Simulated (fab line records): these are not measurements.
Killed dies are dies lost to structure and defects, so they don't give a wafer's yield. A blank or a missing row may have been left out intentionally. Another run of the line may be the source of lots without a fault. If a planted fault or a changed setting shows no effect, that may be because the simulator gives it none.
fab line records | flow sky130
record: lots: 13 wafers: 39 lastDay: 49
route steps=708 shown FIELD_ISO@1 NWELL@77 LDD_HVN@277 SPACER@305
lots that met no fault: taken from a fault-free run of the same line
startH: hours from the record's opening day to when the first of the lot's shown wafers began | waitH: hours from the lot's prior step to this one | " unchanged from the row above | L1.1+2: a row that stands for several wafers | - no value present, or no start provided | * or withheld: withheld | < > ~ a bound
route shown NAME@n: NAME is a module with steps in the file, n the number in the route of the first one | usual: mean/standard deviation taken from wafers without a fault | same: alike in all rows | chamber/n: place in a boat | sites: the reading at each site | _std_site: standard deviation across them | _edge_site: inner sites' mean taken away from outer sites' mean | radiusMm: for every site, how far away it sits from the centre of the wafer | mask NAME#n: copy n | behind: the tool/chamber that last shaped the wafer | hold: the reason the lot was held/the length of the hold in hours/how it ended | device: transistor that didn't switch, given as n, p or np | end of line: tests of these same wafers at the route's end | step lacking rows: just its recipe | killed: dies lost to structure and defects at the first sort, not the wafer's yield | map: dies across one wafer; x = killed, . = not, _ = none there
set.NAME: the run value of the setting; set.NAME@STEP: its run value at that earlier step | model.NAME: the simulator's own value behind a step, which no gauge read
a sample of lots followed through the steps of the route, with each step as a table and each wafer as a row
services: the hour from which a tool's chamber was out of use, counted from the record's first day as startH (under 0 if before that day), plus the number of hours and why
== steps ==
step: SKY_FIELD_ISO_BOW_MEAS_00
recipe: mode: bow
usual: INCOMING_BOW: 0/7.1
columns lot.wafer tool chamber startH waitH INCOMING_BOW[um]
L304.2 filmMetro-01 - 10.02 - 3
L304.3 " - " " 8
L304.5 " - " " 4
L306.1 filmMetro-02 - 20.00 - -4
L306.5 " - " " -4
L306.6 " - " " 12
L307.2 filmMetro-03 - 25.02 - 0
L307.5 " - " " 10
L307.6 " - " " 14
L308.2 filmMetro-03 - 30.02 - 5
L308.3 " - " " 4
L308.4 " - " " 12
L309.1 filmMetro-01 - 35.00 - -3
L309.2 " - " " 1
L309.6 " - " " 2
L311.2 filmMetro-03 - 45.02 - 2
L311.3 " - " " 1
L311.4 " - " " 0
L312.3 filmMetro-01 - 50.04 - 6
L312.4 " - " " -2
L312.5 " - " " 10
L317.2 filmMetro-01 - 75.02 - 6
L317.3 " - " " 1
L317.5 " - " " -16
L318.1 filmMetro-03 - 80.00 - -5
L318.5 " - " " -13
L318.6 " - " " 0
L319.2 filmMetro-01 - 85.02 - 2
L319.4 " - " " 4
L319.5 " - " " 2
L321.1 filmMetro-03 - 95.00 - -6
L321.2 " - " " 13
L321.6 " - " " 3
L322.4 filmMetro-02 - 100.06 - -6
L322.5 " - " " -3
L322.6 " - " " 1
L324.1 filmMetro-02 - 110.00 - 0
L324.3 " - " " -18
L324.6 " - " " -9
step: SKY_NWELL_IMPLANT_24
recipe: species: B energyKev: 140 doseCm2: 9.2e+12 tiltDeg: withheld
usual: doseIonsCm2: 9.202e+12/1.1e+10 faradayCurrentUA: 51.8/1
columns lot.wafer tool chamber startH waitH doseIonsCm2 faradayCurrentUA
L304.2 implanter-02 0 103.25 0.0 9.21e+12 53.0
L304.3 " 0 " " 9.218e+12 51.6
L304.5 " 0 " " 9.2e+12 54.9
L306.1 implanter-03 0 113.78 0.0 9.201e+12 51.9
L306.5 " 0 " " 9.213e+12 51.0
L306.6 " 0 " " 9.185e+12 52.1
L307.2 implanter-03 0 122.27 0.0 9.214e+12 51.8
L307.5 " 0 " " 9.21e+12 50.8
L307.6 " 0 " " 9.218e+12 51.8
L308.2 implanter-03 0 129.04 0.0 8.237e+12 45.7
L308.3 " 0 " " 8.237e+12 46.5
L308.4 " 0 " " 8.232e+12 45.2
L309.1 implanter-03 0 134.83 0.0 8.228e+12 47.2
L309.2 " 0 " " 8.225e+12 44.9
L309.6 " 0 " " 8.247e+12 46.1
L311.2 implanter-01 0 141.90 0.0 9.179e+12 51.9
L311.3 " 0 " " 9.187e+12 52.6
L311.4 " 0 " " 9.206e+12 51.1
L312.3 implanter-01 0 148.98 0.1 9.198e+12 52.2
L312.4 " 0 " " 9.208e+12 52.3
L312.5 " 0 " " 9.195e+12 50.6
L317.2 implanter-02 0 184.19 0.0 9.188e+12 50.6
L317.3 " 0 " " 9.183e+12 51.2
L317.5 " 0 " " 9.189e+12 52.6
L318.1 implanter-02 0 186.78 0.0 9.224e+12 51.4
L318.5 " 0 " " 9.206e+12 52.3
L318.6 " 0 " " 9.22e+12 51.8
L319.2 implanter-02 0 192.92 0.0 9.221e+12 53.0
L319.4 " 0 " " 9.211e+12 51.9
L319.5 " 0 " " 9.222e+12 51.8
L321.1 implanter-02 0 206.19 0.0 9.206e+12 52.3
L321.2 " 0 " " 9.213e+12 52.5
L321.6 " 0 " " 9.208e+12 50.5
L322.4 implanter-01 0 210.90 0.1 9.179e+12 49.3
L322.5 " 0 " " 9.184e+12 51.1
L322.6 " 0 " " 9.192e+12 50.9
L324.1 implanter-03 0 225.67 0.0 9.203e+12 50.6
L324.3 " 0 " " 9.205e+12 50.6
L324.6 " 0 " " 9.2e+12 52.4
step: SKY_NWELL_TW_MEAS_26
usual: NWELL_2_TW: 493/5.8
columns lot.wafer tool chamber startH waitH hold NWELL_2_TW
L304.2 filmMetro-04 - 103.49 0.1 - 502
L304.3 " - " " - 498
L304.5 " - " " - 498
L306.1 filmMetro-03 - 114.03 0.1 - 493
L306.5 " - " " - 491
L306.6 " - " " - 494
L307.2 filmMetro-01 - 122.50 0.1 - 490
L307.5 " - " " - 491
L307.6 " - " " - 488
L308.2 filmMetro-04 - 129.28 0.1 - 485
L308.3 " - " " - 482
L308.4 " - " " - 483
L309.1 filmMetro-01 - 135.08 0.1 awaitDispo/0.2h/release 472
L309.2 " - " " awaitDispo/0.2h/release 468
L309.6 " - " " awaitDispo/0.2h/release 469
L309.1 filmMetro-01 - 135.30 0.2 - 471
L309.2 " - " " - 470
L309.6 " - " " - 469
L311.2 filmMetro-04 - 142.14 0.1 - 503
L311.3 " - " " - 504
L311.4 " - " " - 503
L312.3 filmMetro-04 - 149.20 0.1 - 496
L312.4 " - " " - 498
L312.5 " - " " - 497
L317.2 filmMetro-01 - 184.43 0.1 - 483
L317.3 " - " " - 485
L317.5 " - " " - 486
L318.1 filmMetro-01 - 187.03 0.1 - 486
L318.5 " - " " - 484
L318.6 " - " " - 482
L319.2 filmMetro-01 - 193.15 0.1 - 491
L319.4 " - " " - 491
L319.5 " - " " - 493
L321.1 filmMetro-03 - 206.44 0.1 - 491
L321.2 " - " " - 491
L321.6 " - " " - 494
L322.4 filmMetro-01 - 211.11 0.1 - 494
L322.5 " - " " - 489
L322.6 " - " " - 493
L324.1 filmMetro-04 - 225.92 0.1 - 502
L324.3 " - " " - 503
L324.6 " - " " - 506
step: SKY_LDD_HVN_TW_MEAS_10
usual: LDD_HVN_TW: 1431/9.5
columns lot.wafer tool chamber startH waitH LDD_HVN_TW
L304.2 filmMetro-02 - 457.63 0.1 1419
L304.3 " - " " 1418
L304.5 " - " " 1414
L306.1 filmMetro-04 - 478.27 0.1 1436
L306.5 " - " " 1441
L306.6 " - " " 1445
L307.2 filmMetro-04 - 488.48 0.1 1431
L307.5 " - " " 1434
L307.6 " - " " 1433
L308.2 filmMetro-04 - 503.07 0.1 1438
L308.3 " - " " 1441
L308.4 " - " " 1441
L309.1 filmMetro-04 - 508.56 0.1 1438
L309.2 " - " " 1436
L309.6 " - " " 1436
L311.2 filmMetro-02 - 518.17 0.1 1422
L311.3 " - " " 1422
L311.4 " - " " 1431
L312.3 filmMetro-04 - 534.93 0.1 1436
L312.4 " - " " 1451
L312.5 " - " " 1443
L318.1 filmMetro-03 - 618.06 0.1 1415
L318.5 " - " " 1421
L318.6 " - " " 1416
L317.2 filmMetro-02 - 620.20 0.1 1435
L317.3 " - " " 1428
L317.5 " - " " 1425
L319.2 filmMetro-04 - 620.67 0.1 1434
L319.4 " - " " 1429
L319.5 " - " " 1432
L322.4 filmMetro-04 - 620.99 0.1 1430
L322.5 " - " " 1433
L322.6 " - " " 1441
L321.1 filmMetro-04 - 621.91 0.1 1433
L321.2 " - " " 1441
L321.6 " - " " 1433
L324.1 filmMetro-04 - 641.16 0.1 1448
L324.3 " - " " 1444
L324.6 " - " " 1446
step: SKY_SPACER_THK_MEAS_01
recipe: reads: Si3N4_of_SPACER_CVD_00
usual: SPACER_CVD_00_THK: 43.3/0.45
columns lot.wafer tool chamber startH waitH SPACER_CVD_00_THK[nm]
L304.2 filmMetro-04 - 522.62 0.0 43.0
L304.3 " - " " 43.0
L304.5 " - " " 43.5
L306.1 filmMetro-03 - 554.32 0.0 42.5
L306.5 " - " " 42.7
L306.6 " - " " 42.6
L307.2 filmMetro-01 - 554.33 0.0 43.1
L307.5 " - " " 43.1
L307.6 " - " " 42.9
L308.2 filmMetro-01 - 565.77 0.0 43.6
L308.3 " - " " 43.4
L308.4 " - " " 43.4
L309.1 filmMetro-01 - 570.13 0.0 43.3
L309.2 " - " " 43.7
L309.6 " - " " 43.5
L311.2 filmMetro-03 - 579.20 0.0 43.6
L311.3 " - " " 43.2
L311.4 " - " " 43.4
L312.3 filmMetro-04 - 594.00 0.0 43.5
L312.4 " - " " 43.5
L312.5 " - " " 43.3
L318.1 filmMetro-01 - 677.06 0.0 43.9
L318.5 " - " " 43.8
L318.6 " - " " 43.8
L317.2 filmMetro-04 - 680.69 0.0 43.6
L317.3 " - " " 43.3
L317.5 " - " " 43.5
L319.2 filmMetro-04 - 680.75 0.1 43.2
L319.4 " - " " 43.3
L319.5 " - " " 43.4
L322.4 filmMetro-01 - 680.75 0.1 43.5
L322.5 " - " " 43.5
L322.6 " - " " 43.2
L321.1 filmMetro-03 - 681.88 0.0 43.8
L321.2 " - " " 43.5
L321.6 " - " " 43.6
L324.1 filmMetro-04 - 699.80 0.0 42.8
L324.3 " - " " 43.2
L324.6 " - " " 42.9
== services ==
columns tool chamber startH hours kind
implanter-02 - 87.34 3.2 repair
implanter-02 - 176.85 4.9 pm
implanter-03 - 197.32 4.1 pm
implanter-03 - 202.75 4.6 pm
implanter-01 - 213.35 3.1 pm
implanter-01 - 219.02 1.4 repair
== key ==
firstSign: step: SKY_NWELL_IMPLANT_24 reading: doseIonsCm2 direction: down sigmas: 87 usual: * struck: *
effect: step: SKY_NWELL_IMPLANT_24 reading: faradayCurrentUA direction: down sigmas: 5.7 usual: 51.8 struck: 45.9
effect: step: SKY_NWELL_TW_MEAS_26 reading: visit direction: added
metAt SKY_NWELL_IMPLANT_24
struckLots L308,L309
testerLeftOut L308,L309
notActingAt SKY_FIELD_ISO_BOW_MEAS_00,SKY_LDD_HVN_TW_MEAS_10,SKY_SPACER_THK_MEAS_01
onsetBetween 122.27 129.04
fault: kind: processParameterDrift tool: implanter-03 chamber: - onsetH: 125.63 steps: SKY_NWELL_IMPLANT_24 channel: doseCm2 offset: * shape: step endH: 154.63 actsIn: * stated: *
testerLeftOut: of these lots the tester's yield and bins aren't shown, on N5 and GAA mostly nor the transistor test; their killed dies are dies lost to structure and defects alone, not to doping, threshold or leakage, so they don't give the yield
